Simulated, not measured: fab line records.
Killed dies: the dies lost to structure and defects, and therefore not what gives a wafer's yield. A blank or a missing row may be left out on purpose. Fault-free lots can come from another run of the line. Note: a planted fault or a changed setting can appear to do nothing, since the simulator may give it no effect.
Which tool was responsible? | flow gf180mcu | at 1 step of a route of 602, 13 lots with 39 wafers sampled

## WHAT THE GAUGES SHOWED, per wafer
GF_V2_CD_MEAS_14: target cd 260 nm. Usual: cd_nm reads 259.8 nm (standard deviation 1.2).
lot  | measured     | on        | cd_nm (nm)        | flag
L982 | day 20 10:39 | cd_sem-02 | 260.6 260.8 260.1 |
L984 | day 21 03:54 | cd_sem-01 | 259.7 260.8 260.3 |
L985 | day 21 14:31 | cd_sem-02 | 260.6 260.2 260.6 |
L994 | day 25 02:03 | cd_sem-02 | 259.9 259.4 260.1 |
L996 | day 25 18:56 | cd_sem-02 | 260.5 260.4 260.2 |
L997 | day 25 21:09 | cd_sem-01 | 262.2 261.4 261.0 |
L998 | day 26 01:15 | cd_sem-02 | 259.5 261.3 259.7 |
L999 | day 26 08:13 | cd_sem-01 | 258.8 259.7 259.5 |
L100 | day 26 11:38 | cd_sem-02 | 260.3 260.3 259.5 |
L101 | day 26 19:10 | cd_sem-01 | 258.9 259.5 259.6 |
L102 | day 27 01:51 | cd_sem-01 | 259.8 259.7 258.5 |
L103 | day 27 13:24 | cd_sem-01 | 259.8 259.4 260.2 |
L104 | day 28 02:14 | cd_sem-02 | 261.9 263.4 260.6 |

## WHICH TOOL RAN EACH LOT (tool, then ch and the chambers of the sampled wafers, then the start)
There is no process step in the record ahead of these readings.

## AS READ BY THE TOOLS THEMSELVES (means over the sampled wafers that have a number; for cases with no such wafer, the mark the record gives instead)
The record holds no such reading with a usual standard deviation.

## THE ANSWER, worked out from the rows above alone
Rule: take the mean of a lot's wafers that have a number; if it is more than 3 standard deviations from the usual mean, the lot is off. A lot without any number at a reading at which 4 lots or more have one is off too. The other lots that the step has rows for count as sound. Order of review: gauges by route order, followed by the tools' own readings, for which a lot's mean as printed above is used. The first step at which some lot is off is used, and at that step the reading that is off furthest; a lot without a number counts as furthest.
Nothing can be told from this: no lot is off at any reading shown.

## WHAT WAS PUT IN BY THE SIMULATOR
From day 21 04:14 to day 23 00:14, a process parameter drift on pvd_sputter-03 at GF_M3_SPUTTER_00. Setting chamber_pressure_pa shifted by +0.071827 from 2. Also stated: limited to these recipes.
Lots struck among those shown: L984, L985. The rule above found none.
